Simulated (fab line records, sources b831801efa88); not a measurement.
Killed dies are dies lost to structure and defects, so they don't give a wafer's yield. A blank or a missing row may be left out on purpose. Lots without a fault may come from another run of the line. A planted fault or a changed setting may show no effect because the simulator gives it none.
fab line records | flow sky130
record lots=5 wafers=15 last_day=50
route steps=708 shown METAL2@486 VIA2@507
lots that met no fault: from a run of the same line without faults
start_h: hours from the record's first day to the start of the lot's first wafer shown | wait_h: hours since the lot's step before | " the same as in the row above | L1.1+2: a row that stands for several wafers | - no value, or no start given | * or withheld: withheld | < > ~ a bound
route shown NAME@n: a module of which the file shows steps, and the number in the route of the first | usual: mean/standard deviation of fault-free wafers | same: alike in all rows | chamber/n: place in a boat | sites: the reading at each site | _std_site: their standard deviation | _edge_site: outer sites' mean less inner sites' | radius_mm: how far each site lies from the wafer's centre | mask NAME#n: copy n | behind: the tool/chamber that last shaped the wafer | hold: why the lot was held/for how many hours/how that ended | device: the transistor (n, p or np) that didn't switch | end of line: the same wafers' tests at the end of the route | a step without rows: its recipe alone | killed: dies lost to structure and defects at the first sort, not the wafer's yield | map: a wafer's dies, x killed, . not, _ none there
set.NAME: the setting as run; set.NAME@STEP: as run at that earlier step | model.NAME: the simulator's own value behind a step, which no gauge read
lots at some steps of the route; a table a step, a row a wafer
services: from which hour (start_h, from the record's first day; less than 0 if before it) a tool's chamber was out of use, for how many hours, and why
## steps
# step SKY_METAL2_SPUTTER_03
# recipe material=Ti target_thk_nm=5 power_w=3000 time_s=3.3 chamber_pressure_pa=0.4
# usual chamber_pressure_pa=0.3999/0.0008 throttle_valve_pct=29.8/0.95
# columns lot.wafer tool chamber start_h wait_h chamber_pressure_pa throttle_valve_pct
L075.1 pvd_sputter-03 - 803.92 0.0 0.3997 29.7
L075.3 " - " " 0.3994 28.1
L075.6 " - " " 0.4000 29.3
L080.1 pvd_sputter-01 - 838.37 0.0 0.4007 30.7
L080.4 " - " " 0.4006 30.8
L080.5 " - " " 0.4007 30.3
L084.2 pvd_sputter-03 - 878.76 0.0 0.4006 30.9
L084.4 " - " " 0.3997 28.3
L084.6 " - " " 0.4015 29.4
L089.1 pvd_sputter-01 - 910.91 0.0 0.4000 30.0
L089.5 " - " " 0.3999 30.7
L089.6 " - " " 0.4007 30.1
L096.3 pvd_sputter-03 - 953.11 0.0 0.3997 28.2
L096.5 " - " " 0.3987 30.7
L096.6 " - " " 0.3999 28.1
# step SKY_METAL2_SPUTTER_04
# recipe material=TiN target_thk_nm=70 power_w=6500 time_s=58.3 chamber_pressure_pa=0.4
# usual chamber_pressure_pa=0.4000/0.00085 throttle_valve_pct=29.8/0.95
# columns lot.wafer tool chamber start_h wait_h chamber_pressure_pa throttle_valve_pct
L075.1 pvd_sputter-03 - 803.94 0.0 0.4004 29.6
L075.3 " - " " 0.4013 28.3
L075.6 " - " " 0.4005 29.0
L080.1 pvd_sputter-01 - 838.38 0.0 0.4007 30.1
L080.4 " - " " 0.4006 31.0
L080.5 " - " " 0.4003 30.3
L084.2 pvd_sputter-03 - 878.78 0.0 0.4005 30.9
L084.4 " - " " 0.4020 27.9
L084.6 " - " " 0.4003 29.0
L089.1 pvd_sputter-01 - 910.93 0.0 0.3997 29.7
L089.5 " - " " 0.3991 30.1
L089.6 " - " " 0.3999 30.3
L096.3 pvd_sputter-03 - 953.13 0.0 0.4000 28.0
L096.5 " - " " 0.4005 30.9
L096.6 " - " " 0.4005 28.2
# step SKY_METAL2_RS_MEAS_05
# recipe thk_meas_gauge=four-point-probe reads=TiN_of_METAL2_SPUTTER_04+Ti_of_METAL2_SPUTTER_03+AlCu_of_METAL2_SPUTTER_02+TiN_of_METAL2_SPUTTER_01+Ti_of_METAL2_SPUTTER_00
# usual METAL2_ALCU_RS=0.1276/0.0017
# columns lot.wafer tool chamber start_h wait_h METAL2_ALCU_RS[ohm/sq]
L075.1 film_metro-04 - 803.99 0.0 0.1284
L075.3 " - " " 0.1282
L075.6 " - " " 0.1299
L080.1 film_metro-04 - 838.43 0.0 0.1323
L080.4 " - " " 0.1296
L080.5 " - " " 0.1312
L084.2 film_metro-01 - 878.85 0.0 0.1282
L084.4 " - " " 0.1267
L084.6 " - " " 0.1276
L089.1 film_metro-04 - 910.98 0.0 0.1309
L089.5 " - " " 0.1305
L089.6 " - " " 0.1299
L096.3 film_metro-02 - 953.22 0.1 0.1248
L096.5 " - " " 0.1257
L096.6 " - " " 0.1255
# step SKY_METAL2_THK_MEAS_06
# recipe thk_meas_gauge=xrf reads=AlCu_of_METAL2_SPUTTER_02
# usual METAL2_ALCU_THK=247/3.2
# columns lot.wafer tool chamber start_h wait_h METAL2_ALCU_THK[nm]
L075.1 film_metro-04 - 804.11 0.1 245
L075.3 " - " " 247
L075.6 " - " " 243
L080.1 film_metro-04 - 838.55 0.1 240
L080.4 " - " " 245
L080.5 " - " " 240
L084.2 film_metro-01 - 878.96 0.1 247
L084.4 " - " " 250
L084.6 " - " " 247
L089.1 film_metro-04 - 911.10 0.1 243
L089.5 " - " " 242
L089.6 " - " " 244
L096.3 film_metro-02 - 953.32 0.1 249
L096.5 " - " " 248
L096.6 " - " " 250
# step SKY_METAL2_DEHYDRATE_07
# recipe temp_c=200 time_s=60
# usual resist_line_temp_C=23.00/0.092
# columns lot.wafer tool chamber start_h wait_h resist_line_temp_C
L075.1 litho_track-02 0 817.27 13.1 23.09
L075.3 " 0 " " 22.88
L075.6 " 0 " " 22.89
L080.1 litho_track-04 0 851.33 12.8 23.00
L080.4 " 0 " " 22.96
L080.5 " 0 " " 23.17
L084.2 litho_track-04 0 891.15 12.2 22.85
L084.4 " 0 " " 23.12
L084.6 " 0 " " 22.99
L089.1 litho_track-02 0 923.17 12.1 23.09
L089.5 " 0 " " 23.01
L089.6 " 0 " " 23.04
L096.3 litho_track-02 0 964.17 10.8 23.08
L096.5 " 0 " " 23.14
L096.6 " 0 " " 23.07
# step SKY_METAL2_HMDS_08
# recipe prime_time_s=60 prime_temp_c=120
# usual resist_line_temp_C=23.01/0.091
# columns lot.wafer tool chamber start_h wait_h resist_line_temp_C
L075.1 litho_track-02 0 817.42 0.1 22.84
L075.3 " 0 " " 22.93
L075.6 " 0 " " 22.90
L080.1 litho_track-04 0 851.48 0.1 23.13
L080.4 " 0 " " 22.95
L080.5 " 0 " " 23.01
L084.2 litho_track-04 0 891.30 0.1 23.10
L084.4 " 0 " " 22.99
L084.6 " 0 " " 23.06
L089.1 litho_track-02 0 923.32 0.1 23.13
L089.5 " 0 " " 23.05
L089.6 " 0 " " 23.06
L096.3 litho_track-02 0 964.32 0.1 23.01
L096.5 " 0 " " 23.09
L096.6 " 0 " " 23.00
# step SKY_METAL2_COAT_09
# recipe resist=BARC temp_c=withheld time_s=withheld spin_rpm=3000 resist_thk_nm=60
# usual resist_line_temp_C=*
# columns lot.wafer tool chamber start_h wait_h resist_line_temp_C
L075.1 litho_track-02 0 817.57 0.1 *
L075.3 " 0 " " *
L075.6 " 0 " " *
L080.1 litho_track-04 0 851.63 0.1 *
L080.4 " 0 " " *
L080.5 " 0 " " *
L084.2 litho_track-04 0 891.45 0.1 *
L084.4 " 0 " " *
L084.6 " 0 " " *
L089.1 litho_track-02 0 923.47 0.1 *
L089.5 " 0 " " *
L089.6 " 0 " " *
L096.3 litho_track-02 0 964.47 0.1 *
L096.5 " 0 " " *
L096.6 " 0 " " *
# step SKY_METAL2_COAT_10
# recipe resist=KrF-thick spin_rpm=3000 resist_thk_nm=450
# usual resist_line_temp_C=23.04/0.11
# columns lot.wafer tool chamber start_h wait_h resist_line_temp_C
L075.1 litho_track-02 0 - - 23.03
L075.3 " 0 " " 23.13
L075.6 " 0 " " 23.00
L080.1 litho_track-04 0 - - 22.90
L080.4 " 0 " " 22.96
L080.5 " 0 " " 23.00
L084.2 litho_track-04 0 - - 23.09
L084.4 " 0 " " 23.02
L084.6 " 0 " " 23.10
L089.1 litho_track-02 0 - - 23.21
L089.5 " 0 " " 22.93
L089.6 " 0 " " 23.11
L096.3 litho_track-02 0 - - 23.13
L096.5 " 0 " " 22.97
L096.6 " 0 " " 22.93
# step SKY_METAL2_SOFTBAKE_11
# recipe temp_c=100 time_s=90 resist=KrF-thick
# usual resist_line_temp_C=22.99/0.1
# columns lot.wafer tool chamber start_h wait_h resist_line_temp_C
L075.1 litho_track-02 0 - - 23.08
L075.3 " 0 " " 22.84
L075.6 " 0 " " 23.06
L080.1 litho_track-04 0 - - 22.75
L080.4 " 0 " " 23.04
L080.5 " 0 " " 23.13
L084.2 litho_track-04 0 - - 22.97
L084.4 " 0 " " 22.83
L084.6 " 0 " " 22.86
L089.1 litho_track-02 0 - - 23.16
L089.5 " 0 " " 23.03
L089.6 " 0 " " 23.10
L096.3 litho_track-02 0 - - 22.91
L096.5 " 0 " " 22.92
L096.6 " 0 " " 22.84
# step SKY_METAL2_EXPOSE_12
# recipe mask_id=MM2 na=0.8 source_shape=annular sigma_inner=0.55 sigma_outer=0.85 target_cd_nm=140 dose_mj=28
# usual stage_vel_mm_s=500.07/0.25
# columns lot.wafer tool chamber start_h wait_h mask stage_vel_mm_s
L075.1 krf_scanner-01 0 - - MM2#0 500.24
L075.3 " 0 " " MM2#0 500.63
L075.6 " 0 " " MM2#0 500.56
L080.1 krf_scanner-01 0 - - MM2#0 500.33
L080.4 " 0 " " MM2#0 500.20
L080.5 " 0 " " MM2#0 499.84
L084.2 krf_scanner-02 0 - - MM2#0 499.81
L084.4 " 0 " " MM2#0 500.01
L084.6 " 0 " " MM2#0 500.22
L089.1 krf_scanner-01 0 - - MM2#0 499.92
L089.5 " 0 " " MM2#0 499.96
L089.6 " 0 " " MM2#0 499.98
L096.3 krf_scanner-02 0 - - MM2#0 500.39
L096.5 " 0 " " MM2#0 500.52
L096.6 " 0 " " MM2#0 500.25
# step SKY_METAL2_PEB_13
# recipe peb_temp_c=withheld peb_time_s=withheld resist=KrF-thick
# usual resist_line_temp_C=*
# columns lot.wafer tool chamber start_h wait_h resist_line_temp_C
L075.1 litho_track-03 0 - - *
L075.3 " 0 " " *
L075.6 " 0 " " *
L080.1 litho_track-03 0 - - *
L080.4 " 0 " " *
L080.5 " 0 " " *
L084.2 litho_track-04 0 - - *
L084.4 " 0 " " *
L084.6 " 0 " " *
L089.1 litho_track-02 0 - - *
L089.5 " 0 " " *
L089.6 " 0 " " *
L096.3 litho_track-02 0 - - *
L096.5 " 0 " " *
L096.6 " 0 " " *
# step SKY_METAL2_DEVELOP_14
# recipe develop_time_s=60 resist=KrF-thick dev_temp_c=21
# usual resist_line_temp_C=23.02/0.1
# columns lot.wafer tool chamber start_h wait_h resist_line_temp_C
L075.1 litho_track-03 0 - - 23.14
L075.3 " 0 " " 23.09
L075.6 " 0 " " 23.16
L080.1 litho_track-03 0 - - 23.03
L080.4 " 0 " " 23.03
L080.5 " 0 " " 22.97
L084.2 litho_track-04 0 - - 23.07
L084.4 " 0 " " 22.80
L084.6 " 0 " " 22.86
L089.1 litho_track-02 0 - - 22.94
L089.5 " 0 " " 23.20
L089.6 " 0 " " 23.14
L096.3 litho_track-02 0 - - 23.14
L096.5 " 0 " " 22.82
L096.6 " 0 " " 22.88
# step SKY_METAL2_CD_MEAS_15
# recipe target_cd_nm=140
# usual cd_nm=139.7/1.7
# columns lot.wafer tool chamber start_h wait_h cd_nm
L075.1 cd_sem-01 - 830.74 - 139.4
L075.3 " - " " 140.5
L075.6 " - " " 139.5
L080.1 cd_sem-01 - 865.14 - 139.4
L080.4 " - " " 138.0
L080.5 " - " " 138.9
L084.2 cd_sem-02 - 904.80 - 138.7
L084.4 " - " " 139.2
L084.6 " - " " 138.8
L089.1 cd_sem-02 - 936.22 - 139.7
L089.5 " - " " 139.6
L089.6 " - " " 139.5
L096.3 cd_sem-01 - 976.71 - 141.9
L096.5 " - " " 140.1
L096.6 " - " " 140.6
# step SKY_METAL2_OVL_MEAS_16
# usual METAL2_OVL=1/4
# columns lot.wafer tool chamber start_h wait_h METAL2_OVL[nm]
L075.1 overlay-02 - 830.86 0.1 11
L075.3 " - " " 9
L075.6 " - " " 10
L080.1 overlay-01 - 865.26 0.1 6
L080.4 " - " " 2
L080.5 " - " " 6
L084.2 overlay-02 - 904.90 0.1 3
L084.4 " - " " 0
L084.6 " - " " -1
L089.1 overlay-02 - 936.34 0.1 1
L089.5 " - " " -3
L089.6 " - " " -4
L096.3 overlay-01 - 976.80 0.1 -5
L096.5 " - " " 2
L096.6 " - " " 5
# step SKY_METAL2_DESCUM_17
# recipe chemistry=O2 source_power_w=150 bias_power_w=0 pressure_mtorr=10 temp_c=40 time_s=8
# usual drypump_motor_current_A=5.8/0.49 oes_product_au=1.002/0.011
# same bias_power_w=0
# columns lot.wafer tool chamber start_h wait_h drypump_motor_current_A oes_product_au rf_hours_counter_h
L075.1 rie_metal-01 0 830.90 0.0 4.9 1.003 7
L075.3 " 0 " " 4.9 1.015 -
L075.6 " 1 " " 5.7 0.995 -
L080.1 rie_metal-02 0 865.30 0.0 6.0 0.993 14
L080.4 " 0 " " 6.0 0.990 -
L080.5 " 0 " " 6.0 0.985 -
L084.2 rie_metal-01 1 904.93 0.0 5.8 0.998 9
L084.4 " 0 " " 4.9 1.008 -
L084.6 " 1 " " 5.7 0.996 -
L089.1 rie_metal-02 1 936.37 0.0 6.3 1.008 3
L089.5 " 1 " " 6.4 1.013 -
L089.6 " 1 " " 6.4 1.018 -
L096.3 rie_metal-02 0 976.83 0.0 6.0 1.008 -
L096.5 " 0 " " 6.0 1.006 -
L096.6 " 1 " " 6.3 1.006 -
# step SKY_METAL2_ETCH_18
# recipe chemistry=N2/H2 target=BARC ion_energy_ev=200 bias_w=100 pressure_mtorr=30 n2_flow_sccm=100 h2_flow_sccm=200 icp_w=500 stop_on=SiO2 time_s=45.9 target_depth_a=600
# usual drypump_motor_current_A=5.8/0.49 oes_product_au=0.855/0.0045 throttle_valve_pct=13.224/0.0079
# columns lot.wafer tool chamber start_h wait_h drypump_motor_current_A oes_product_au rf_hours_counter_h throttle_valve_pct
L075.1 rie_metal-01 0 830.93 0.0 4.9 0.855 7 13.218
L075.3 " 0 " " 4.9 0.851 - 13.222
L075.6 " 1 " " 5.8 0.849 - 13.228
L080.1 rie_metal-02 0 865.33 0.0 6.0 0.854 14 13.222
L080.4 " 0 " " 6.0 0.854 - 13.224
L080.5 " 0 " " 6.1 0.853 - 13.221
L084.2 rie_metal-01 1 904.96 0.0 5.7 0.860 9 13.240
L084.4 " 0 " " 4.9 0.853 - 13.214
L084.6 " 1 " " 5.7 0.856 - 13.213
L089.1 rie_metal-02 1 936.44 0.1 6.4 0.850 3 13.224
L089.5 " 1 " " 6.3 0.853 - 13.218
L089.6 " 1 " " 6.4 0.856 - 13.235
L096.3 rie_metal-02 0 976.88 0.0 6.0 0.862 - 13.209
L096.5 " 0 " " 6.0 0.857 - 13.220
L096.6 " 1 " " 6.4 0.856 - 13.243
# step SKY_METAL2_METAL_ETCH_19
# recipe target_depth_a=3600 stop_on=SiO2 over_etch_frac=0.3 time_s=78 chemistry=Cl2/BCl3 resist_sidewall_deg=88 pressure_mtorr=10 icp_w=900 bias_w=48.5 Cl2_flow_sccm=60 bcl3_flow_sccm=30
# usual drypump_motor_current_A=5.8/0.49 oes_product_au=0.852/0.0066 throttle_valve_pct=22.265/0.0093
# columns lot.wafer tool chamber start_h wait_h drypump_motor_current_A oes_product_au rf_hours_counter_h throttle_valve_pct
L075.1 rie_metal-01 0 830.99 0.0 4.8 0.852 7 22.256
L075.3 " 0 " " 4.9 0.851 - 22.255
L075.6 " 1 " " 5.7 0.847 - 22.262
L080.1 rie_metal-02 0 865.39 0.0 6.0 0.833 14 22.271
L080.4 " 0 " " 6.0 0.845 - 22.266
L080.5 " 0 " " 6.0 0.849 - 22.271
L084.2 rie_metal-01 1 905.03 0.0 5.7 0.837 9 22.258
L084.4 " 0 " " 4.9 0.862 - 22.256
L084.6 " 1 " " 5.7 0.857 - 22.272
L089.1 rie_metal-02 1 936.56 0.1 6.4 0.845 3 22.254
L089.5 " 1 " " 6.4 0.835 - 22.250
L089.6 " 1 " " 6.4 0.847 - 22.256
L096.3 rie_metal-02 0 976.95 0.1 6.0 0.852 - 22.254
L096.5 " 0 " " 6.0 0.856 - 22.264
L096.6 " 1 " " 6.3 0.861 - 22.282
# step SKY_METAL2_STRIP_20
# recipe chemistry=O2/N2 power_w=1400 pressure_mtorr=1500 platen_temp_c=withheld o2_flow_sccm=3000 n2_flow_sccm=300 overash_fraction=0.5
# usual drypump_motor_current_A=5.68/0.26 oes_product_au=0.343/0.005 strip_time_to_endpoint_s=2.70/0.048
# columns lot.wafer tool chamber start_h wait_h drypump_motor_current_A oes_product_au rf_hours_counter_h strip_time_to_endpoint_s
L075.1 plasma_asher-04 0 831.08 0.1 5.67 0.337 73 2.69
L075.3 " 1 " " 5.87 0.343 - 2.70
L075.6 " 1 " " 5.87 0.338 - 2.75
L080.1 plasma_asher-01 1 865.48 0.1 5.84 0.348 43 2.79
L080.4 " 1 " " 5.86 0.347 - 2.78
L080.5 " 1 " " 5.86 0.341 - 2.80
L084.2 plasma_asher-01 0 905.12 0.1 5.34 0.349 47 2.74
L084.4 " 0 " " 5.34 0.335 - 2.68
L084.6 " 1 " " 5.81 0.334 - 2.72
L089.1 plasma_asher-01 0 936.74 0.1 5.34 0.349 49 2.66
L089.5 " 0 " " 5.34 0.342 - 2.66
L089.6 " 1 " " 5.82 0.335 - 2.65
L096.3 plasma_asher-01 1 977.04 0.1 5.83 0.345 - 2.73
L096.5 " 1 " " 5.81 0.343 - 2.74
L096.6 " 0 " " 5.34 0.348 - 2.66
# step SKY_METAL2_STRIP_21
# recipe chemistry=post_etch_residue_remover time_s=1200 temp_c=72.5
# columns lot.wafer tool chamber start_h wait_h
L075.1+3+6 wet_bench-02 0 831.18 0.1
L080.1+4+5 wet_bench-04 3 865.58 0.1
L084.2+4+6 wet_bench-02 3 905.22 0.1
L089.1+5+6 wet_bench-01 0 936.84 0.1
L096.3+5+6 wet_bench-01 1 977.11 0.0
# step SKY_METAL2_CLEAN_22
# recipe chemistry=IPA time_s=180 temp_c=25
# columns lot.wafer tool chamber start_h wait_h
L075.1+3+6 wet_bench-04 0 831.52 0.0
L080.1+4+5 wet_bench-02 0 865.95 0.0
L084.2+4+6 wet_bench-01 1 905.56 0.0
L089.1+5+6 wet_bench-02 2 937.21 0.0
L096.3+5+6 wet_bench-01 2 977.48 0.0
# step SKY_METAL2_CLEAN_23
# recipe chemistry=O3/DIW dry=n2_spin
# columns lot.wafer tool chamber start_h wait_h
L075.1+3+6 wet_bench-02 1 831.59 0.0
L080.1+4+5 wet_bench-01 1 866.02 0.0
L084.2+4+6 wet_bench-02 0 905.62 0.0
L089.1+5+6 wet_bench-04 2 937.27 0.0
L096.3+5+6 wet_bench-04 2 977.54 0.0
# step SKY_VIA2_HDPCVD_00
# recipe material=SiO2 target_thk_nm=1180 sigma_open_frac=0.3 time_s=196.7 temp_c=400 sih4_flow_sccm=60 pressure_mtorr=6
# columns lot.wafer tool chamber start_h wait_h
L075.1+3+6 hdpcvd-01 0,1,2 831.68 0.0
L080.1+4+5 hdpcvd-02 1,0,2 866.11 0.0
L084.2+4+6 hdpcvd-02 2,2,1 905.75 0.0
L089.1+5+6 hdpcvd-02 2,0,2 937.36 0.0
L096.3+5+6 hdpcvd-02 0,2,1 977.64 0.0
# step SKY_VIA2_THK_MEAS_01
# recipe reads=SiO2_of_VIA2_HDPCVD_00
# usual VIA2_HDPCVD_THK=1182/15
# columns lot.wafer tool chamber start_h wait_h VIA2_HDPCVD_THK[nm]
L075.1 film_metro-01 - 831.80 0.1 1172
L075.3 " - " " 1166
L075.6 " - " " 1163
L080.1 film_metro-02 - 866.23 0.1 1191
L080.4 " - " " 1184
L080.5 " - " " 1197
L084.2 film_metro-03 - 905.88 0.1 1184
L084.4 " - " " 1192
L084.6 " - " " 1195
L089.1 film_metro-01 - 937.49 0.1 1192
L089.5 " - " " 1176
L089.6 " - " " 1182
L096.3 film_metro-01 - 977.78 0.1 1171
L096.5 " - " " 1173
L096.6 " - " " 1179
# step SKY_VIA2_CMP_02
# recipe material=SiO2 down_force_psi=4 platen_rpm=60 pad_velocity_m_s=0.94248
# usual motor_current_A=11.8/1.2
# columns lot.wafer tool chamber start_h wait_h motor_current_A
L075.3 cmp-01 1 831.96 0.1 10.7
L075.1 " 2 " " 10.4
L075.6 " 0 " " 12.3
L080.1 cmp-02 3 866.39 0.1 11.0
L080.4 " 0 " " 10.4
L080.5 " 1 " " 11.4
L084.4 cmp-02 0 906.16 0.2 11.2
L084.2 " 1 " " 11.3
L084.6 " 3 " " 11.2
L089.1 cmp-01 3 937.65 0.1 13.2
L089.5 " 1 " " 10.8
L089.6 " 2 " " 11.0
L096.3 cmp-02 0 977.87 0.1 11.0
L096.5 " 3 " " 11.3
L096.6 " 0 " " 10.9
# step SKY_VIA2_BOW_MEAS_03
# recipe mode=bow
# usual VIA2_BOW=86/6.9
# columns lot.wafer tool chamber start_h wait_h VIA2_BOW[um]
L075.1 film_metro-01 - 832.16 0.1 78
L075.3 " - " " 93
L075.6 " - " " 84
L080.1 film_metro-01 - 866.59 0.1 98
L080.4 " - " " 86
L080.5 " - " " 91
L084.2 film_metro-03 - 906.43 0.2 93
L084.4 " - " " 87
L084.6 " - " " 85
L089.1 film_metro-02 - 937.85 0.1 90
L089.5 " - " " 84
L089.6 " - " " 87
L096.3 film_metro-03 - 978.16 0.2 83
L096.5 " - " " 101
L096.6 " - " " 92
# step SKY_VIA2_DEHYDRATE_04
# recipe temp_c=200 time_s=60
# usual resist_line_temp_C=22.99/0.11
# columns lot.wafer tool chamber start_h wait_h resist_line_temp_C
L075.1 litho_track-02 0 843.92 11.7 23.10
L075.3 " 0 " " 23.09
L075.6 " 0 " " 22.80
L080.1 litho_track-02 0 878.97 12.4 22.93
L080.4 " 0 " " 22.94
L080.5 " 0 " " 22.92
L084.2 litho_track-02 0 918.24 11.8 22.74
L084.4 " 0 " " 23.11
L084.6 " 0 " " 23.02
L089.1 litho_track-01 0 949.80 11.9 22.97
L089.5 " 0 " " 22.84
L089.6 " 0 " " 23.03
L096.3 litho_track-01 0 989.35 11.2 22.88
L096.5 " 0 " " 23.17
L096.6 " 0 " " 23.05
# step SKY_VIA2_HMDS_05
# recipe prime_time_s=60 prime_temp_c=120
# usual resist_line_temp_C=22.96/0.11
# columns lot.wafer tool chamber start_h wait_h resist_line_temp_C
L075.1 litho_track-02 0 844.07 0.1 22.85
L075.3 " 0 " " 22.98
L075.6 " 0 " " 22.98
L080.1 litho_track-02 0 879.12 0.1 22.90
L080.4 " 0 " " 22.91
L080.5 " 0 " " 22.96
L084.2 litho_track-02 0 918.39 0.1 22.90
L084.4 " 0 " " 22.93
L084.6 " 0 " " 22.92
L089.1 litho_track-01 0 949.95 0.1 22.96
L089.5 " 0 " " 22.90
L089.6 " 0 " " 22.83
L096.3 litho_track-01 0 989.50 0.1 23.05
L096.5 " 0 " " 22.99
L096.6 " 0 " " 23.06
# step SKY_VIA2_COAT_06
# recipe resist=BARC temp_c=withheld time_s=withheld spin_rpm=3000 resist_thk_nm=60
# usual resist_line_temp_C=*
# columns lot.wafer tool chamber start_h wait_h resist_line_temp_C
L075.1 litho_track-02 0 844.22 0.1 *
L075.3 " 0 " " *
L075.6 " 0 " " *
L080.1 litho_track-02 0 879.27 0.1 *
L080.4 " 0 " " *
L080.5 " 0 " " *
L084.2 litho_track-02 0 918.54 0.1 *
L084.4 " 0 " " *
L084.6 " 0 " " *
L089.1 litho_track-01 0 950.10 0.1 *
L089.5 " 0 " " *
L089.6 " 0 " " *
L096.3 litho_track-01 0 989.65 0.1 *
L096.5 " 0 " " *
L096.6 " 0 " " *
# step SKY_VIA2_COAT_07
# recipe resist=KrF-thick spin_rpm=3000 resist_thk_nm=450
# usual resist_line_temp_C=23.01/0.086
# columns lot.wafer tool chamber start_h wait_h resist_line_temp_C
L075.1 litho_track-02 0 - - 22.98
L075.3 " 0 " " 22.99
L075.6 " 0 " " 22.92
L080.1 litho_track-02 0 - - 22.95
L080.4 " 0 " " 22.94
L080.5 " 0 " " 23.03
L084.2 litho_track-02 0 - - 23.00
L084.4 " 0 " " 23.06
L084.6 " 0 " " 23.06
L089.1 litho_track-01 0 - - 22.76
L089.5 " 0 " " 22.95
L089.6 " 0 " " 23.00
L096.3 litho_track-01 0 - - 23.03
L096.5 " 0 " " 23.08
L096.6 " 0 " " 22.99
# step SKY_VIA2_SOFTBAKE_08
# recipe temp_c=100 time_s=90 resist=KrF-thick
# usual resist_line_temp_C=23.00/0.11
# columns lot.wafer tool chamber start_h wait_h resist_line_temp_C
L075.1 litho_track-02 0 - - 23.01
L075.3 " 0 " " 22.92
L075.6 " 0 " " 23.02
L080.1 litho_track-02 0 - - 22.90
L080.4 " 0 " " 22.83
L080.5 " 0 " " 22.90
L084.2 litho_track-02 0 - - 23.26
L084.4 " 0 " " 23.16
L084.6 " 0 " " 23.18
L089.1 litho_track-01 0 - - 22.84
L089.5 " 0 " " 22.99
L089.6 " 0 " " 22.70
L096.3 litho_track-01 0 - - 23.13
L096.5 " 0 " " 22.99
L096.6 " 0 " " 23.08
# step SKY_VIA2_EXPOSE_09
# recipe mask_id=VIM2 na=0.8 source_shape=annular sigma_inner=0.55 sigma_outer=0.85 target_cd_nm=200 dose_mj=38
# usual stage_vel_mm_s=500.04/0.3
# columns lot.wafer tool chamber start_h wait_h mask stage_vel_mm_s
L075.1 krf_scanner-02 0 - - VIM2#0 500.62
L075.3 " 0 " " VIM2#0 500.28
L075.6 " 0 " " VIM2#0 500.66
L080.1 krf_scanner-01 0 - - VIM2#0 500.20
L080.4 " 0 " " VIM2#0 500.14
L080.5 " 0 " " VIM2#0 499.96
L084.2 krf_scanner-01 0 - - VIM2#0 500.76
L084.4 " 0 " " VIM2#0 500.32
L084.6 " 0 " " VIM2#0 500.64
L089.1 krf_scanner-02 0 - - VIM2#0 500.19
L089.5 " 0 " " VIM2#0 500.06
L089.6 " 0 " " VIM2#0 500.13
L096.3 krf_scanner-01 0 - - VIM2#0 500.42
L096.5 " 0 " " VIM2#0 500.02
L096.6 " 0 " " VIM2#0 500.06
# step SKY_VIA2_PEB_10
# recipe peb_temp_c=withheld peb_time_s=withheld resist=KrF-thick
# usual resist_line_temp_C=*
# columns lot.wafer tool chamber start_h wait_h resist_line_temp_C
L075.1 litho_track-02 0 - - *
L075.3 " 0 " " *
L075.6 " 0 " " *
L080.1 litho_track-02 0 - - *
L080.4 " 0 " " *
L080.5 " 0 " " *
L084.2 litho_track-04 0 - - *
L084.4 " 0 " " *
L084.6 " 0 " " *
L089.1 litho_track-04 0 - - *
L089.5 " 0 " " *
L089.6 " 0 " " *
L096.3 litho_track-02 0 - - *
L096.5 " 0 " " *
L096.6 " 0 " " *
# step SKY_VIA2_DEVELOP_11
# recipe develop_time_s=60 resist=KrF-thick dev_temp_c=21
# usual resist_line_temp_C=23.01/0.11
# columns lot.wafer tool chamber start_h wait_h resist_line_temp_C
L075.1 litho_track-02 0 - - 22.87
L075.3 " 0 " " 22.94
L075.6 " 0 " " 22.80
L080.1 litho_track-02 0 - - 23.25
L080.4 " 0 " " 22.99
L080.5 " 0 " " 23.00
L084.2 litho_track-04 0 - - 22.95
L084.4 " 0 " " 22.98
L084.6 " 0 " " 22.89
L089.1 litho_track-04 0 - - 22.87
L089.5 " 0 " " 22.96
L089.6 " 0 " " 23.02
L096.3 litho_track-02 0 - - 22.92
L096.5 " 0 " " 22.93
L096.6 " 0 " " 23.13
# step SKY_VIA2_CD_MEAS_12
# recipe target_cd_nm=200
# usual cd_nm=200.0/1.2
# columns lot.wafer tool chamber start_h wait_h cd_nm
L075.1 cd_sem-01 - 858.92 - 199.8
L075.3 " - " " 201.0
L075.6 " - " " 200.3
L080.1 cd_sem-02 - 892.52 - 198.1
L080.4 " - " " 199.5
L080.5 " - " " 199.0
L084.2 cd_sem-01 - 931.60 - 197.9
L084.4 " - " " 197.5
L084.6 " - " " 199.8
L089.1 cd_sem-01 - 962.48 - 199.8
L089.5 " - " " 201.1
L089.6 " - " " 202.0
L096.3 cd_sem-01 - 1001.21 - 199.3
L096.5 " - " " 199.1
L096.6 " - " " 198.7
# step SKY_VIA2_OVL_MEAS_13
# usual VIA2_OVL=-1/5.5
# columns lot.wafer tool chamber start_h wait_h VIA2_OVL[nm]
L075.1 overlay-01 - 859.04 0.1 7
L075.3 " - " " 5
L075.6 " - " " 1
L080.1 overlay-01 - 892.64 0.1 -12
L080.4 " - " " -2
L080.5 " - " " -7
L084.2 overlay-01 - 931.70 0.1 -16
L084.4 " - " " -13
L084.6 " - " " -14
L089.1 overlay-01 - 962.60 0.1 3
L089.5 " - " " 13
L089.6 " - " " 9
L096.3 overlay-01 - 1001.30 0.1 -3
L096.5 " - " " -9
L096.6 " - " " -8
## services
# columns tool chamber start_h hours kind
krf_scanner-02 - 783.09 0.1 repair
krf_scanner-01 - 797.79 1.3 pm
krf_scanner-02 - 807.26 0.5 repair
krf_scanner-02 - 810.18 2.4 repair
krf_scanner-01 - 814.84 1.0 pm
pvd_sputter-01 - 818.33 4.8 repair
krf_scanner-02 - 824.06 1.3 pm
rie_metal-02 - 830.88 2.8 pm
krf_scanner-02 - 834.96 3.6 pm
rie_metal-01 - 852.71 0.6 repair
krf_scanner-02 - 864.91 1.0 pm
rie_metal-01 1 891.75 7.3 repair
hdpcvd-02 - 900.55 1.0 repair
krf_scanner-01 - 903.94 0.8 pm
wet_bench-02 - 905.77 4.3 repair
plasma_asher-01 - 913.27 14.6 pm
pvd_sputter-01 - 917.61 70.1 repair
krf_scanner-01 - 961.73 0.8 pm
pvd_sputter-03 - 969.41 24.1 repair
krf_scanner-01 - 973.59 1.3 pm
krf_scanner-01 - 975.88 4.0 pm
wet_bench-02 - 976.54 2.2 repair
krf_scanner-01 - 982.12 3.5 repair
krf_scanner-01 - 985.63 1.0 pm
## key
fault none
